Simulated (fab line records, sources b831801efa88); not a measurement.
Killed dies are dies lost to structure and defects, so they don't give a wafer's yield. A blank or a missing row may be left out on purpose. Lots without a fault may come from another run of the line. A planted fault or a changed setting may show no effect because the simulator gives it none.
A struck lot beside a sound one | flow sky130 | 15 steps out of a route of 708
Sound: wafers L636.2, L636.3, L636.6. Struck: wafers L649.4, L649.5, L649.6. The cause comes at the end.
At each step with rows: each side's tool, then ch and its chambers, then its first start. Under that, the readings that differ: sound wafers | struck wafers | difference of the means | sigmas: that difference in standard deviations of wafers without a fault.
alike: readings whose means differ by less than 2 such deviations, and words and numbers that are the same on both sides. not compared: withheld readings, readings that some wafer has no value for, bounds like >300 that may hide the same value, and numbers for which the record gives no deviation and whose values overlap.
The two part at a step that has a row with sigmas, a row that says differs or no value, or rows on one side only. Numbers that don't overlap but have no deviation are shown without sigmas and don't part them. A reading that every wafer of one side lacks parts them only if that side has two wafers or more.

first, 5 steps without rows for these wafers: SKY_LDD_HVN_COAT_02 (resist thk 300 nm); SKY_LDD_HVN_SOFTBAKE_03 (time 60 s); SKY_LDD_HVN_EXPOSE_04 (exposes mask HVNTM, target cd 700 nm); SKY_LDD_HVN_PEB_05; SKY_LDD_HVN_DEVELOP_06 (develop time 60 s).
SKY_LDD_HVN_OVL_MEAS_07:
  sound on overlay-02, day 21 18:14; struck on overlay-01, day 26 18:20
  alike: LDD_HVN_OVL
then, 1 step without rows for these wafers: SKY_LDD_HVN_IMPLANT_08.
SKY_LDD_HVN_STRIP_09: strips in O2/N2.
  sound on plasma_asher-01 ch 0,1, day 21 18:25; struck on plasma_asher-02 ch 0,1, day 26 18:32
  alike: drypump_motor_current_A, oes_product_au, strip_time_to_endpoint_s
  not compared: rf_hours_counter_h
SKY_LDD_HVN_TW_MEAS_10:
  sound on film_metro-01, day 21 18:31; struck on film_metro-02, day 26 18:38
  alike: LDD_HVN_TW
then, 3 steps without rows for these wafers: SKY_LDD_HVP_DEHYDRATE_00 (time 60 s); SKY_LDD_HVP_HMDS_01 (prime time 60 s); SKY_LDD_HVP_COAT_02 (resist thk 300 nm).
SKY_LDD_HVP_SOFTBAKE_03: time 60 s.
  sound on litho_track-02 ch 0, day 22 10:14; struck on litho_track-01 ch 0, day 27 09:05
  reading                  | sound             | struck            | difference | sigmas
  heater_power_total_W (W) | 56.53 56.62 56.70 | 55.54 55.60 55.54 | -1.06      | -26
  plate_temp_C (C)         | 89.96 90.06 90.06 | 88.82 88.94 88.89 | -1.14      | -9
then, 2 steps without rows for these wafers: SKY_LDD_HVP_EXPOSE_04 (exposes mask HVPTM, target cd 700 nm); SKY_PAD_OPEN_PROBE_99.

WHERE THEY PART
Only at SKY_LDD_HVP_SOFTBAKE_03, within this record.

WHY: what the simulator had put in
Process parameter drift: litho_track-01, from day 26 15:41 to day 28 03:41, at SKY_LDD_HVP_SOFTBAKE_03. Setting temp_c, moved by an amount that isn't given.
